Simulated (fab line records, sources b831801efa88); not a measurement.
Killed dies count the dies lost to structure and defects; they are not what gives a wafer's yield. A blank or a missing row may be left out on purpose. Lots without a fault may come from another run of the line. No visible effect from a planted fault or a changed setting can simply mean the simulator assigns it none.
Struck lot and sound lot, side by side / flow sky130 / 20 steps out of a route of 708
Sound: the wafers L783.1, L783.3, L783.4. The struck wafers were L789.1, L789.3, L789.5. At the end, the cause is stated.
Per side, at each step with rows, come the tool, then ch with its chambers, and then its first start. Under that, the readings that differ: sound wafers / struck wafers / difference of the means / sigmas: that difference in standard deviations of wafers without a fault.
alike: a reading whose means differ by less than 2 such deviations, as well as words and numbers matching on both sides. not compared: withheld readings; readings where some wafer has no value; bounds like >300 that might hide an equal value; numbers whose values overlap and for which the record gives no deviation.
A row with sigmas, a row that says differs or no value, or rows on one side alone: a step with any of these is where the two part. When numbers do not overlap yet have no deviation, they are printed without sigmas and do not part them. Lack of a reading on every wafer of one side parts them only where that side has two or more wafers.

first, 1 step without rows for these wafers: SKY_NWELL_IMPLANT_24.
SKY_NWELL_STRIP_25: strips in O2/N2.
  sound on plasma_asher-03 ch 0,1, day 5 14:32; struck on plasma_asher-03 ch 1, day 7 01:29
  alike: drypump_motor_current_A, n2_flow_sccm, oes_product_au, strip_time_to_endpoint_s
  not compared: rf_hours_counter_h
SKY_NWELL_TW_MEAS_26:
  struck on film_metro-01, day 7 01:35; sound on film_metro-02, day 5 14:38
  alike: NWELL_2_TW
then, 1 step without rows for these wafers: SKY_NWELL_CLEAN_27 (cleans in SC1/SC2, time 150 s).
SKY_NWELL_RTA_28: time 30 s.
  sound on rtp_anneal-02 ch 0, day 5 14:44; struck on rtp_anneal-02 ch 0, day 7 01:41
  alike: lamp_power_pct, wafer_temp_C_max
SKY_NWELL_RS_MEAS_29: measures by four-point-probe.
  struck on film_metro-01, day 7 01:47; sound on film_metro-02, day 5 14:50
  alike: NWELL_RS
SKY_NWELL_RS_MEAS_31: measures by four-point-probe.
  struck on film_metro-01, day 7 02:02; sound on film_metro-02, day 5 15:05
  alike: PWDE_RS
then, 4 steps without rows for these wafers: SKY_VT_ADJUST_HVTP_DEHYDRATE_00 (time 60 s); SKY_VT_ADJUST_HVTP_HMDS_01 (prime time 60 s); SKY_VT_ADJUST_HVTP_COAT_02 (resist thk 1140 nm); SKY_VT_ADJUST_HVTP_SOFTBAKE_03 (time 60 s).
SKY_VT_ADJUST_HVTP_EXPOSE_04: exposes mask HVTPM, target cd 380 nm.
  sound on iline_stepper-02 ch 0, day 5 23:55; struck on iline_stepper-02 ch 0, day 7 12:03
reading=mask; sound=HVTPM#0 HVTPM#0 HVTPM#0; struck=HVN_STD_DERIVED#0 HVN_STD_DERIVED#0 HVN_STD_DERIVED#0; difference=differs; sigmas=
then, 2 steps without rows for these wafers: SKY_VT_ADJUST_HVTP_PEB_05; SKY_VT_ADJUST_HVTP_DEVELOP_06 (develop time 60 s).
SKY_VT_ADJUST_HVTP_CD_MEAS_07: target cd 380 nm.
  struck on cd_sem-02, day 7 20:39; sound on cd_sem-01, day 6 08:44
reading=cd_nm (nm); sound=379.4 378.6 381.2; struck=- - -; difference=no value on the struck wafers; sigmas=
SKY_VT_ADJUST_HVTP_OVL_MEAS_08:
  struck on overlay-02, day 7 20:46; sound on overlay-01, day 6 08:52
reading=VT_ADJUST_HVTP_OVL (nm); sound=-2.7 -1.0 -0.8; struck=- - -; difference=no value on the struck wafers; sigmas=
following that, these wafers have no rows for 1 step: SKY_VT_ADJUST_HVTP_IMPLANT_09.
SKY_VT_ADJUST_HVTP_STRIP_10: strips in O2/N2.
  sound on plasma_asher-02 ch 0,1, day 6 09:03; struck on plasma_asher-02 ch 0,1, day 7 20:58
reading=n2_flow_sccm (sccm); sound=299.3 300.3 298.2; struck=301.2 301.6 301.6; difference=+2.2; sigmas=+2
  alike: drypump_motor_current_A, oes_product_au, strip_time_to_endpoint_s
  not compared: rf_hours_counter_h
SKY_VT_ADJUST_HVTP_TW_MEAS_11:
  struck on film_metro-04, day 7 21:17; sound on film_metro-03, day 6 09:09
reading=VT_ADJUST_HVTP_TW; sound=1360 1364 1358; struck=30 30 30; difference=-1331; sigmas=-99 or more
  not compared: hold
SKY_PAD_OPEN_PROBE_99:
  sound wafers here have rows in the record (prober-01, day 46 07:58); struck ones have none

## WHERE THEY PART
Earliest at SKY_VT_ADJUST_HVTP_EXPOSE_04; latest, in this record, at SKY_PAD_OPEN_PROBE_99.

WHY: whatever the simulator had introduced
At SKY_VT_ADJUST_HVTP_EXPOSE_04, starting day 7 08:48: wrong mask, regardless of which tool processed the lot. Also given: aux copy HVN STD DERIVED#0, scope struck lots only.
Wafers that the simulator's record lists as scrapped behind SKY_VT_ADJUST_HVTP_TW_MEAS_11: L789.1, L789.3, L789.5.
